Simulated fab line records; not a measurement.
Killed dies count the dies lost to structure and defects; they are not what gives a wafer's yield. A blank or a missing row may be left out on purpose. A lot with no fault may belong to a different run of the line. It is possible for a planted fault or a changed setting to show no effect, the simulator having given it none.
fab line records | flow sky130
record lots=14 wafers=42 last-day=50
route steps=708 shown VT_ADJUST_LVTN@115 VT_ADJUST_HVTR@142 RES_PROTECT@215 RES_XHIGH@335 PAD_OPEN@708
lots with no fault: from the same line, run without faults
start-h: the number of hours between the record's first day and the start of the first shown wafer of the lot | wait-h: hours from the lot's prior step to this one | " identical to the entry in the row above | L1.1+2: several wafers, shown together as one row | - no value present, or no start provided | * or withheld: withheld | < > ~ a bound
route shown NAME@n: NAME is a module with steps in the file, n the number in the route of the first one | usual: mean and standard deviation over wafers with no fault | same: alike in all rows | chamber/n: place in a boat | sites: readings site by site | _std_site: the standard deviation of these | _edge_site: mean of outer sites minus mean of inner sites | radius-mm: how far each site lies from the wafer's centre | mask NAME#n: copy n | behind: the tool/chamber that last shaped the wafer | hold: reason for holding the lot/hours on hold/outcome of the hold | device: whichever transistor did not switch (one of n, p or np) | end of line: tests of these same wafers at the route's end | where a step has no rows: the recipe by itself | killed: count of dies lost to structure and defects at first sort (not the wafer's yield) | map: a wafer's dies, marking killed ones x, the rest . and places with no die _
set.NAME: the setting the step ran with; set.NAME@STEP: the setting that earlier step ran with | model.NAME: the simulator's own value behind a step, which no gauge read
steps of the route over a sample of lots; a table a step, a row a wafer
## steps
# step SKY_VT_ADJUST_LVTN_OVL_MEAS_18
# usual VT_ADJUST_LVTN_01_OVL=-0.7/1.2
# columns lot.wafer tool chamber start-h wait-h VT_ADJUST_LVTN_01_OVL[nm]
L984.1 overlay-01 - 163.53 0.1 -1.1
L984.3 " - " " -1.1
L984.6 " - " " -2.6
L985.2 overlay-01 - 167.28 0.1 1.8
L985.3 " - " " -1.6
L985.4 " - " " 2.0
L987.2 overlay-01 - 185.34 0.1 -0.5
L987.3 " - " " -0.5
L987.6 " - " " -1.1
L990.3 overlay-01 - 202.39 0.1 -1.4
L990.4 " - " " -1.6
L990.5 " - " " -3.0
L991.3 overlay-02 - 214.74 0.1 -0.3
L991.5 " - " " 0.2
L991.6 " - " " 1.2
L992.2 overlay-01 - 217.38 0.1 -2.6
L992.5 " - " " -1.7
L992.6 " - " " -1.2
L998.1 overlay-01 - 254.13 0.1 -2.7
L998.2 " - " " -1.5
L998.6 " - " " -3.1
L101.1 overlay-02 - 275.59 0.1 -1.1
L101.5 " - " " -0.1
L101.6 " - " " 1.3
L102.4 overlay-02 - 279.26 0.1 0.8
L102.5 " - " " 1.0
L102.6 " - " " 1.2
L103.1 overlay-01 - 287.48 0.1 -3.4
L103.2 " - " " -1.7
L103.6 " - " " -2.0
L104.1 overlay-01 - 295.64 0.1 0.9
L104.2 " - " " 1.4
L104.5 " - " " -0.2
L105.3 overlay-02 - 302.30 0.1 0.8
L105.4 " - " " 0.2
L105.6 " - " " -0.4
L106.2 overlay-02 - 316.09 0.1 -1.3
L106.3 " - " " -2.9
L106.5 " - " " -3.0
L107.1 overlay-02 - 319.63 0.1 -0.2
L107.2 " - " " -1.8
L107.3 " - " " -1.1
# step SKY_VT_ADJUST_HVTR_TW_MEAS_11
# usual VT_ADJUST_HVTR_TW=212.1/0.95
# columns lot.wafer tool chamber start-h wait-h VT_ADJUST_HVTR_TW
L984.1 film-metro-01 - 206.00 0.1 211.4
L984.3 " - " " 211.2
L984.6 " - " " 211.6
L985.2 film-metro-01 - 210.15 0.1 211.1
L985.3 " - " " 210.7
L985.4 " - " " 211.1
L987.2 film-metro-04 - 228.26 0.1 213.0
L987.3 " - " " 212.1
L987.6 " - " " 211.7
L990.3 film-metro-02 - 244.40 0.1 213.1
L990.4 " - " " 213.1
L990.5 " - " " 211.7
L991.3 film-metro-04 - 260.35 0.1 214.4
L991.5 " - " " 213.6
L991.6 " - " " 213.5
L992.2 film-metro-01 - 262.65 0.1 211.9
L992.5 " - " " 212.2
L992.6 " - " " 212.1
L998.1 film-metro-01 - 305.09 0.1 211.5
L998.2 " - " " 212.6
L998.6 " - " " 211.4
L101.1 film-metro-04 - 326.93 0.1 214.0
L101.5 " - " " 213.4
L101.6 " - " " 213.1
L102.4 film-metro-02 - 330.92 0.1 211.3
L102.5 " - " " 212.3
L102.6 " - " " 211.9
L103.1 film-metro-01 - 339.53 0.1 212.0
L103.2 " - " " 211.4
L103.6 " - " " 213.0
L104.1 film-metro-01 - 349.04 0.1 211.9
L104.2 " - " " 211.5
L104.5 " - " " 212.8
L105.3 film-metro-04 - 355.91 0.1 211.0
L105.4 " - " " 211.8
L105.6 " - " " 210.8
L106.2 film-metro-02 - 371.10 0.1 212.0
L106.3 " - " " 210.6
L106.5 " - " " 210.3
L107.1 film-metro-01 - 375.29 0.1 212.4
L107.2 " - " " 211.0
L107.3 " - " " 211.5
# step SKY_RES_PROTECT_TW_MEAS_08
# usual POLY_GATE_TW=4058/21
# columns lot.wafer tool chamber start-h wait-h POLY_GATE_TW
L984.1 film-metro-03 - 343.99 0.1 4041
L984.3 " - " " 4049
L984.6 " - " " 4041
L985.2 film-metro-01 - 348.09 0.1 4056
L985.3 " - " " 4068
L985.4 " - " " 4043
L987.2 film-metro-01 - 368.60 0.1 4042
L987.3 " - " " 4063
L987.6 " - " " 4055
L990.3 film-metro-03 - 387.96 0.1 4027
L990.4 " - " " 4038
L990.5 " - " " 4031
L991.3 film-metro-03 - 414.75 0.1 4048
L991.5 " - " " 4049
L991.6 " - " " 4068
L992.2 film-metro-04 - 414.80 0.1 4096
L992.5 " - " " 4094
L992.6 " - " " 4089
L998.1 film-metro-04 - 462.89 0.1 4052
L998.2 " - " " 4059
L998.6 " - " " 4058
L101.1 film-metro-01 - 486.61 0.1 4067
L101.5 " - " " 4060
L101.6 " - " " 4049
L102.4 film-metro-04 - 491.16 0.1 4081
L102.5 " - " " 4096
L102.6 " - " " 4078
L103.1 film-metro-03 - 502.29 0.1 4035
L103.2 " - " " 4044
L103.6 " - " " 4024
L104.1 film-metro-01 - 510.29 0.1 4039
L104.2 " - " " 4055
L104.5 " - " " 4043
L105.3 film-metro-04 - 519.71 0.1 4117
L105.4 " - " " 4108
L105.6 " - " " 4109
L106.2 film-metro-01 - 534.85 0.1 4083
L106.3 " - " " 4085
L106.5 " - " " 4088
L107.1 film-metro-03 - 537.84 0.1 4082
L107.2 " - " " 4057
L107.3 " - " " 4079
# step SKY_RES_XHIGH_SOFTBAKE_03
# recipe temp-c=90 time-s=60 resist=NOVOLAK
# usual heater-power-total-W=56.60/0.043 run-length-s=89.2/0.33
# columns lot.wafer tool chamber start-h wait-h heater-power-total-W run-length-s
L984.1 litho-track-04 0 606.38 0.1 56.64 88.8
L984.3 " 0 " " 56.59 88.8
L984.6 " 0 " " 56.60 88.8
L985.2 litho-track-04 0 615.85 0.1 56.63 88.8
L985.3 " 0 " " 56.61 89.0
L985.4 " 0 " " 56.49 89.0
L987.2 litho-track-04 0 631.20 0.1 56.61 88.8
L987.3 " 0 " " 56.55 88.9
L987.6 " 0 " " 56.53 88.7
L990.3 litho-track-03 0 648.99 0.1 56.61 89.5
L990.4 " 0 " " 56.61 89.5
L990.5 " 0 " " 56.56 89.6
L991.3 litho-track-04 0 680.28 0.1 62.28 73.8
L991.5 " 0 " " 62.21 74.0
L991.6 " 0 " " 62.23 73.7
L992.2 litho-track-04 0 681.80 0.1 62.20 73.8
L992.5 " 0 " " 62.29 73.7
L992.6 " 0 " " 62.28 74.1
L998.1 litho-track-01 0 724.77 0.1 56.63 89.3
L998.2 " 0 " " 56.62 89.3
L998.6 " 0 " " 56.69 89.5
L101.1 litho-track-03 0 739.59 0.1 56.56 89.5
L101.5 " 0 " " 56.53 89.5
L101.6 " 0 " " 56.55 89.5
L102.4 litho-track-04 0 742.65 0.1 56.67 89.0
L102.5 " 0 " " 56.62 88.9
L102.6 " 0 " " 56.63 88.8
L103.1 litho-track-01 0 753.72 0.1 56.70 89.5
L103.2 " 0 " " 56.58 89.5
L103.6 " 0 " " 56.59 89.5
L104.1 litho-track-03 0 759.69 0.1 56.63 89.4
L104.2 " 0 " " 56.64 89.6
L104.5 " 0 " " 56.55 89.5
L105.3 litho-track-03 0 768.69 0.1 56.62 89.8
L105.4 " 0 " " 56.61 89.4
L105.6 " 0 " " 56.67 89.9
L106.2 litho-track-01 0 784.75 0.1 56.60 89.5
L106.3 " 0 " " 56.56 89.3
L106.5 " 0 " " 56.63 89.5
L107.1 litho-track-03 0 789.59 0.1 56.62 89.5
L107.2 " 0 " " 56.63 89.7
L107.3 " 0 " " 56.63 89.8
# step SKY_PAD_OPEN_PROBE_99
# usual killed_at_M0_to_M3=43/7.7 killed_at_M4_up=2.9/1.7 killed-at-contacts=24/5.5 killed-at-front-end=15/4 killed-at-other=0.4/0.66 killed-dies=86/9.4 killed-open=47/6.7 killed-short=38/6.2
# same gross-dies=492 killed-at-back-side=0
# columns lot.wafer tool chamber start-h wait-h killed_at_M0_to_M3 killed_at_M4_up killed-at-contacts killed-at-front-end killed-at-other killed-dies killed-open killed-short
L101.1 prober-01 - 1170.50 0.1 43 1 26 12 0 82 39 43
L101.5 prober-01 - 1170.70 0.2 38 2 15 11 1 67 36 31
L101.6 prober-01 - 1170.75 0.2 36 5 28 24 0 93 48 45
# killed by level:class
L101.1 LI_CONTACT:geometric-particle:open=7 CONTACT:geometric-particle:open=7 VIA1:geometric-particle:open=7 POLY_GATE:geometric-particle:open=6 METAL2:geometric-particle:short=6 VIA2:geometric-particle:open=6 VIA3:geometric-particle:short=5 METAL1:geometric-particle:short=5
L101.5 VIA1:geometric-particle:open=9 VIA2:geometric-particle:open=6 CONTACT:geometric-particle:open=5 METAL1:geometric-particle:short=5 VIA1:geometric-particle:short=4 LOCAL_INTERCONNECT:geometric-particle:short=4 VIA3:geometric-particle:short=4 POLY_GATE:geometric-particle:short=3
L101.6 CONTACT:geometric-particle:open=11 VIA3:geometric-particle:open=8 VIA1:geometric-particle:open=8 POLY_GATE:geometric-particle:short=7 CONTACT:geometric-particle:short=6 FIELD_ISO:geometric-particle:short=5 LI_CONTACT:geometric-particle:open=4 LOCAL_INTERCONNECT:geometric-particle:short=4
## key
first-sign step=SKY_RES_XHIGH_SOFTBAKE_03 reading=heater-power-total-W direction=up sigmas=99+ usual=* struck=*
effect step=SKY_RES_XHIGH_SOFTBAKE_03 reading=run-length-s direction=down sigmas=46 usual=* struck=*
met-at SKY_RES_XHIGH_SOFTBAKE_03
struck-lots L991,L992
tester-left-out L991,L992
not-acting-at SKY_VT_ADJUST_LVTN_OVL_MEAS_18,SKY_VT_ADJUST_HVTR_TW_MEAS_11,SKY_RES_PROTECT_TW_MEAS_08
onset-between 631.20 680.28
fault kind=process-parameter-drift tool=litho-track-04 chamber=- onset-h=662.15 steps=SKY_RES_XHIGH_SOFTBAKE_03 channel=time-s offset=* shape=step end-h=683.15 acts-in=* stated=*
# tester-left-out: of these lots the tester's yield and bins aren't shown, on N5 and GAA mostly nor the transistor test; their killed dies are dies lost to structure and defects alone, not to doping, threshold or leakage, so they don't give the yield
